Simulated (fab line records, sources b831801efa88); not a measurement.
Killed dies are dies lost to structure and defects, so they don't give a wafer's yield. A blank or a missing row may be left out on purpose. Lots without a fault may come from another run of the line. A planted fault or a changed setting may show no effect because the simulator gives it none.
fab line records | flow sky130
record lots=14 wafers=42 last_day=50
route steps=708 shown CONTACT@433 METAL1@453 VIA1@460
lots that met no fault: from a run of the same line without faults
start_h: hours from the record's first day to the start of the lot's first wafer shown | wait_h: hours since the lot's step before | " the same as in the row above | L1.1+2: a row that stands for several wafers | - no value, or no start given | * or withheld: withheld | < > ~ a bound
route shown NAME@n: a module of which the file shows steps, and the number in the route of the first | usual: mean/standard deviation of fault-free wafers | same: alike in all rows | chamber/n: place in a boat | sites: the reading at each site | _std_site: their standard deviation | _edge_site: outer sites' mean less inner sites' | radius_mm: how far each site lies from the wafer's centre | mask NAME#n: copy n | behind: the tool/chamber that last shaped the wafer | hold: why the lot was held/for how many hours/how that ended | device: the transistor (n, p or np) that didn't switch | end of line: the same wafers' tests at the end of the route | a step without rows: its recipe alone | killed: dies lost to structure and defects at the first sort, not the wafer's yield | map: a wafer's dies, x killed, . not, _ none there
set.NAME: the setting as run; set.NAME@STEP: as run at that earlier step | model.NAME: the simulator's own value behind a step, which no gauge read
steps of the route over a sample of lots; a table a step, a row a wafer
services: from which hour (start_h, from the record's first day; less than 0 if before it) a tool's chamber was out of use, for how many hours, and why
## steps
# step SKY_CONTACT_CMP_27
# recipe stop_on=SiO2 t_overpolish_s=15 down_force_psi=3.5 platen_rpm=60 target_thk_nm=0 pad_velocity_m_s=0.94248
# usual motor_current_A=11.2/1.6 overpolish_run_s=15.000/0.0088 slurry_flow_ml_min=150.0/0.49 time_to_endpoint_s=79/5.9
# columns lot.wafer tool chamber start_h wait_h motor_current_A overpolish_run_s slurry_flow_ml_min time_to_endpoint_s
L306.4 cmp-01 2 781.10 0.1 11.7 15.009 149.6 88
L306.2 " 3 " " 8.7 15.001 148.6 87
L306.5 " 1 " " 10.1 15.004 149.9 77
L305.2 cmp-01 2 787.60 0.0 11.5 15.016 149.3 79
L305.3 " 3 " " 8.8 15.000 150.6 80
L305.5 " 3 " " 8.5 15.007 149.9 82
L313.1 cmp-02 1 842.00 0.1 9.8 14.993 150.3 80
L313.3 " 2 " " 14.3 15.014 149.8 73
L313.5 " 0 " " 10.5 15.000 150.0 71
L314.1 cmp-02 1 847.75 0.1 9.5 15.012 149.6 83
L314.3 " 2 " " 14.7 15.009 150.7 76
L314.6 " 1 " " 9.8 15.000 150.5 80
L315.4 cmp-02 3 865.07 0.1 13.0 14.997 150.5 80
L315.2 " 0 " " 11.1 14.995 150.1 70
L315.3 " 1 " " 9.7 14.993 149.8 79
L316.2 cmp-01 2 870.06 0.1 11.8 14.999 149.4 86
L316.6 " 1 " " 10.8 15.016 150.2 74
L316.5 " 2 " " 11.8 15.002 150.7 84
L317.1 cmp-01 3 873.60 0.2 8.8 14.999 148.7 83
L317.4 " 0 " " 12.7 15.006 149.9 75
L317.5 " 2 " " 11.8 15.011 150.3 83
L318.2 cmp-01 2 876.13 0.0 11.9 15.011 149.5 82
L318.4 " 3 " " 8.7 15.012 150.1 81
L318.6 " 3 " " 8.7 14.989 150.0 82
L319.1 cmp-02 2 882.96 0.1 14.2 14.997 149.3 74
L319.4 " 3 " " 12.7 14.993 149.3 78
L319.2 " 0 " " 10.9 14.987 151.1 69
L321.3 cmp-02 3 892.07 0.0 13.0 15.009 149.8 79
L321.2 " 0 " " 10.8 15.008 149.5 69
L321.5 " 0 " " 10.7 15.008 149.5 71
L320.1 cmp-01 3 894.84 0.1 8.8 14.985 150.9 86
L320.2 " 1 " " 10.4 14.988 151.0 81
L320.6 " 3 " " 8.9 15.003 150.5 88
L322.1 cmp-02 0 905.95 0.1 11.0 15.007 150.1 72
L322.3 " 3 " " 13.0 14.991 149.6 81
L322.5 " 1 " " 9.9 15.002 149.7 79
L323.1 cmp-01 1 910.14 0.1 10.6 14.992 149.7 78
L323.5 " 0 " " 12.1 14.999 150.8 86
L323.6 " 1 " " 10.1 14.991 149.6 75
L324.4 cmp-02 1 911.72 0.0 9.8 14.992 150.0 88
L324.3 " 2 " " 14.1 15.009 149.8 75
L324.2 " 0 " " 11.1 15.011 149.7 73
# step SKY_METAL1_METAL_ETCH_19
# recipe target_depth_a=3600 stop_on=SiO2 over_etch_frac=0.3 time_s=78 chemistry=Cl2/BCl3 resist_sidewall_deg=88 pressure_mtorr=10 icp_w=900 bias_w=48.5 Cl2_flow_sccm=60 bcl3_flow_sccm=30
# usual bcl3_flow_sccm=29.98/0.091 bias_w=48.50/0.15 drypump_motor_current_A=6.00/0.29 oes_product_au=0.852/0.0075 throttle_valve_pct=22.266/0.0088 time_s=78/0
# columns lot.wafer tool chamber start_h wait_h bcl3_flow_sccm bias_w drypump_motor_current_A oes_product_au rf_hours_counter_h throttle_valve_pct time_s
L306.2 rie_metal-02 0 808.98 0.0 - - - - - - -
L306.4 " 1 " " - - - - - - -
L306.5 " 0 " " - - - - - - -
L305.2 rie_metal-01 1 815.53 0.0 - - - - - - -
L305.3 " 1 " " - - - - - - -
L305.5 " 0 " " - - - - - - -
L313.1 rie_metal-01 0 868.69 0.1 29.97 48.70 6.01 0.859 12 22.254 78
L313.3 " 0 " " 29.93 48.41 6.01 0.840 - 22.267 78
L313.5 " 0 " " 29.92 48.50 6.00 0.847 - 22.271 78
L314.1 rie_metal-03 1 874.70 0.0 29.95 48.55 6.16 0.853 7 22.277 78
L314.3 " 1 " " 29.90 48.54 6.17 0.853 - 22.262 78
L314.6 " 0 " " 29.99 48.48 5.66 0.853 - 22.261 78
L315.2 rie_metal-02 0 891.05 0.0 30.01 48.42 6.59 0.860 2 22.259 78
L315.3 " 1 " " 30.02 48.56 5.80 0.848 - 22.264 78
L315.4 " 0 " " 30.02 48.38 6.59 0.841 - 22.262 78
L316.2 rie_metal-01 0 896.23 0.0 29.95 48.43 6.01 0.851 14 22.269 78
L316.5 " 1 " " 29.91 48.60 5.96 0.854 - 22.278 78
L316.6 " 0 " " 29.90 48.39 6.01 0.844 - 22.263 78
L317.1 rie_metal-03 1 899.93 0.0 30.11 48.37 6.18 0.852 9 22.256 78
L317.4 " 0 " " 29.96 48.13 5.68 0.858 - 22.241 78
L317.5 " 1 " " 30.08 48.59 6.18 0.839 - 22.273 78
L318.2 rie_metal-02 1 901.98 0.0 29.91 48.68 5.78 0.847 18 22.281 78
L318.4 " 0 " " 30.02 48.49 6.59 0.844 - 22.265 78
L318.6 " 1 " " 29.94 48.52 5.78 0.846 - 22.263 78
L319.1 rie_metal-03 0 909.93 0.0 30.03 48.10 5.61 0.852 3 22.265 78
L319.2 " 1 " " 30.04 48.57 6.16 0.843 9 22.260 78
L319.4 " 0 " " 29.89 48.38 5.59 0.848 - 22.265 78
L321.2 rie_metal-03 0 918.23 0.0 30.06 48.37 5.63 0.850 4 22.277 78
L321.3 " 1 " " 29.94 48.45 6.17 0.847 - 22.279 78
L321.5 " 1 " " 29.98 48.41 6.16 0.864 - 22.262 78
L320.1 rie_metal-03 0 921.15 0.0 29.97 48.55 5.59 0.864 4 22.253 78
L320.2 " 1 " " 30.01 48.52 6.17 0.845 9 22.257 78
L320.6 " 0 " " 29.97 48.58 5.59 0.840 - 22.275 78
L322.1 rie_metal-03 1 932.25 0.0 29.93 48.78 6.14 0.850 10 22.268 78
L322.3 " 0 " " 30.08 48.54 5.61 0.858 - 22.257 78
L322.5 " 1 " " 29.86 48.80 6.17 0.855 - 22.270 78
L323.1 rie_metal-03 1 935.65 0.0 30.03 48.39 6.17 0.849 10 22.259 78
L323.5 " 0 " " 29.96 48.40 5.58 0.849 - 22.263 78
L323.6 " 1 " " 29.87 48.40 6.17 0.852 - 22.283 78
L324.2 rie_metal-01 1 937.68 0.0 30.10 48.46 5.95 0.851 11 22.267 78
L324.3 " 1 " " 30.05 48.59 5.96 0.862 - 22.271 78
L324.4 " 0 " " 29.80 48.46 6.01 0.856 - 22.250 78
# step SKY_METAL1_STRIP_20
# recipe chemistry=O2/N2 power_w=1400 pressure_mtorr=1500 platen_temp_c=withheld o2_flow_sccm=3000 n2_flow_sccm=300 overash_fraction=0.5
# usual drypump_motor_current_A=5.7/0.38 oes_product_au=0.342/0.005 strip_time_to_endpoint_s=2.70/0.052
# columns lot.wafer tool chamber start_h wait_h drypump_motor_current_A oes_product_au rf_hours_counter_h strip_time_to_endpoint_s
L306.2 plasma_asher-04 0 809.07 0.1 6.0 0.446 62 5.20
L306.4 " 0 " " 6.0 0.448 - 5.19
L306.5 " 0 " " 6.0 0.449 - 5.20
L305.2 plasma_asher-04 0 815.62 0.1 6.0 0.446 63 5.22
L305.3 " 0 " " 6.0 0.450 - 5.22
L305.5 " 0 " " 6.0 0.451 - 5.21
L313.1 plasma_asher-04 0 868.87 0.1 6.0 0.341 68 2.65
L313.3 " 0 " " 6.0 0.342 - 2.67
L313.5 " 0 " " 6.0 0.336 - 2.68
L314.1 plasma_asher-04 0 874.79 0.1 5.9 0.338 69 2.72
L314.3 " 1 " " 5.6 0.340 - 2.69
L314.6 " 0 " " 6.0 0.344 - 2.73
L315.2 plasma_asher-03 1 891.14 0.1 6.0 0.339 111 2.62
L315.3 " 1 " " 6.0 0.342 - 2.74
L315.4 " 0 " " 5.1 0.330 - 2.60
L316.2 plasma_asher-03 1 896.32 0.1 6.0 0.344 111 2.70
L316.5 " 0 " " 5.0 0.332 - 2.63
L316.6 " 1 " " 6.0 0.341 - 2.70
L317.1 plasma_asher-04 1 900.02 0.1 5.7 0.347 72 2.73
L317.4 " 1 " " 5.7 0.348 - 2.72
L317.5 " 0 " " 6.0 0.347 - 2.72
L318.2 plasma_asher-03 0 902.07 0.1 5.1 0.336 112 2.71
L318.4 " 0 " " 5.0 0.341 - 2.56
L318.6 " 1 " " 6.0 0.339 - 2.70
L319.1 plasma_asher-02 1 910.02 0.1 5.8 0.348 46 2.73
L319.2 " 0 " " 5.6 0.343 46 2.68
L319.4 " 1 " " 5.8 0.350 - 2.76
L321.2 plasma_asher-03 1 918.32 0.1 6.0 0.343 114 2.76
L321.3 " 1 " " 6.0 0.342 - 2.76
L321.5 " 0 " " 5.0 0.347 - 2.70
L320.1 plasma_asher-02 0 921.24 0.1 5.6 0.335 47 2.79
L320.2 " 1 " " 5.8 0.348 47 2.73
L320.6 " 0 " " 5.6 0.352 - 2.81
L322.1 plasma_asher-03 0 932.34 0.1 5.0 0.338 116 2.74
L322.3 " 0 " " 5.0 0.350 - 2.76
L322.5 " 1 " " 6.0 0.339 - 2.72
L323.1 plasma_asher-03 0 935.74 0.1 5.1 0.346 116 2.78
L323.5 " 0 " " 5.1 0.343 - 2.82
L323.6 " 1 " " 6.0 0.344 - 2.81
L324.2 plasma_asher-04 1 937.77 0.1 5.6 0.337 76 2.61
L324.3 " 0 " " 6.0 0.341 - 2.61
L324.4 " 1 " " 5.7 0.347 - 2.64
# step SKY_VIA1_CMP_02
# recipe material=SiO2 down_force_psi=4 platen_rpm=60 pad_velocity_m_s=0.94248
# usual motor_current_A=12.2/1.7 slurry_flow_ml_min=150.0/0.48
# columns lot.wafer tool chamber start_h wait_h motor_current_A slurry_flow_ml_min
L313.1 cmp-01 3 869.68 0.1 9.8 149.2
L313.3 " 2 " " 13.3 149.3
L313.5 " 0 " " 12.4 150.7
L314.3 cmp-01 2 875.66 0.1 12.5 149.9
L314.1 " 3 " " 10.3 149.0
L314.6 " 1 " " 11.7 150.4
L315.2 cmp-01 0 891.90 0.0 13.8 150.2
L315.3 " 1 " " 11.3 149.8
L315.4 " 3 " " 9.9 149.9
L316.2 cmp-02 3 897.24 0.2 14.6 150.6
L316.6 " 0 " " 11.8 149.8
L316.5 " 1 " " 10.4 150.7
L317.4 cmp-01 0 900.97 0.2 13.1 150.0
L317.1 " 2 " " 13.3 149.7
L317.5 " 1 " " 11.0 150.2
L318.2 cmp-01 1 902.92 0.1 11.3 150.1
L318.4 " 2 " " 12.4 149.9
L318.6 " 0 " " 12.4 150.3
L319.1 cmp-01 2 910.81 0.1 12.2 150.2
L319.4 " 3 " " 9.3 149.9
L319.2 " 1 " " 11.6 150.7
L321.3 cmp-01 2 919.18 0.1 13.3 149.7
L321.2 " 3 " " 9.5 148.5
L321.5 " 0 " " 12.8 149.7
L320.1 cmp-02 0 922.01 0.1 11.3 149.7
L320.2 " 1 " " 10.8 150.5
L320.6 " 0 " " 12.0 150.3
L322.3 cmp-02 3 933.10 0.0 13.7 149.9
L322.1 " 1 " " 10.4 150.3
L322.5 " 0 " " 12.0 150.2
L323.1 cmp-02 2 936.65 0.2 14.9 150.3
L323.6 " 3 " " 13.6 149.3
L323.5 " 0 " " 11.6 150.2
L324.4 cmp-01 2 938.53 0.0 12.9 149.8
L324.3 " 0 " " 13.1 150.6
L324.2 " 1 " " 11.9 149.6
# step SKY_VIA1_BOW_MEAS_03
# recipe mode=bow
# usual VIA1_BOW=80/6.8
# columns lot.wafer tool chamber start_h wait_h VIA1_BOW[um]
L313.1 film_metro-04 - 870.00 0.3 77
L313.3 " - " " 79
L313.5 " - " " 69
L314.1 film_metro-04 - 875.88 0.1 81
L314.3 " - " " 76
L314.6 " - " " 94
L315.2 film_metro-04 - 892.24 0.3 77
L315.3 " - " " 76
L315.4 " - " " 78
L316.2 film_metro-03 - 897.41 0.1 70
L316.5 " - " " 78
L316.6 " - " " 74
L317.1 film_metro-01 - 901.29 0.2 84
L317.4 " - " " 81
L317.5 " - " " 85
L318.2 film_metro-04 - 903.21 0.2 71
L318.4 " - " " 92
L318.6 " - " " 84
L319.1 film_metro-04 - 911.14 0.3 81
L319.2 " - " " 79
L319.4 " - " " 80
L321.2 film_metro-03 - 919.40 0.1 80
L321.3 " - " " 81
L321.5 " - " " 79
L320.1 film_metro-04 - 922.31 0.2 87
L320.2 " - " " 85
L320.6 " - " " 80
L322.1 film_metro-01 - 933.40 0.1 85
L322.3 " - " " 93
L322.5 " - " " 78
L323.1 film_metro-03 - 936.80 0.1 90
L323.5 " - " " 75
L323.6 " - " " 78
L324.2 film_metro-01 - 938.85 0.1 72
L324.3 " - " " 71
L324.4 " - " " 77
## services
# columns tool chamber start_h hours kind
cmp-02 - 766.02 1.7 repair
cmp-02 - 769.91 1.5 repair
rie_metal-02 0 789.56 16.0 repair
rie_metal-03 - 797.70 2.8 pm
rie_metal-02 0 810.45 - clean
rie_metal-02 0 810.45 23.1 scheduled_down
rie_metal-02 0 810.45 23.1 vent_cycle
plasma_asher-02 - 820.39 2.8 pm
rie_metal-03 0 823.43 - clean
rie_metal-03 0 823.43 12.8 scheduled_down
rie_metal-03 0 823.43 12.8 vent_cycle
rie_metal-01 1 830.82 42.2 repair
plasma_asher-02 - 833.43 4.2 repair
cmp-02 - 843.91 2.8 repair
cmp-02 - 850.45 2.0 repair
cmp-01 - 877.91 5.3 repair
cmp-02 - 887.47 1.1 repair
plasma_asher-02 - 893.10 11.7 pm
rie_metal-01 1 902.56 12.2 repair
cmp-02 - 912.26 4.0 pm
cmp-02 - 916.26 - consumable_replace:conditioner
cmp-02 - 916.26 - consumable_replace:pad
plasma_asher-02 - 922.01 75.3 repair
rie_metal-02 1 932.55 - clean
## key
first_sign step=SKY_METAL1_METAL_ETCH_19 reading=tool_record direction=missing
effect step=SKY_METAL1_STRIP_20 reading=strip_time_to_endpoint_s direction=up sigmas=49 usual=* struck=*
met_at SKY_METAL1_METAL_ETCH_19
struck_lots L305,L306
later_rows_left_out L305.2,L305.3,L305.5,L306.2,L306.4,L306.5
sort_left_out L305.2,L305.3,L305.5,L306.2,L306.4,L306.5
not_acting_at SKY_CONTACT_CMP_27,SKY_VIA1_CMP_02,SKY_VIA1_BOW_MEAS_03
fault kind=skipped_step_whole tool=rie_metal-01,rie_metal-02 chamber=- onset_h=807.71 steps=SKY_METAL1_METAL_ETCH_19 scope=struck_lots_only
# sort_left_out: the simulated sort isn't trusted on such a fault, so these wafers' sort isn't shown, and their yield isn't known
# later_rows_left_out: the simulator's readings of these wafers behind a module that went badly wrong aren't trusted and aren't shown, but for the sort
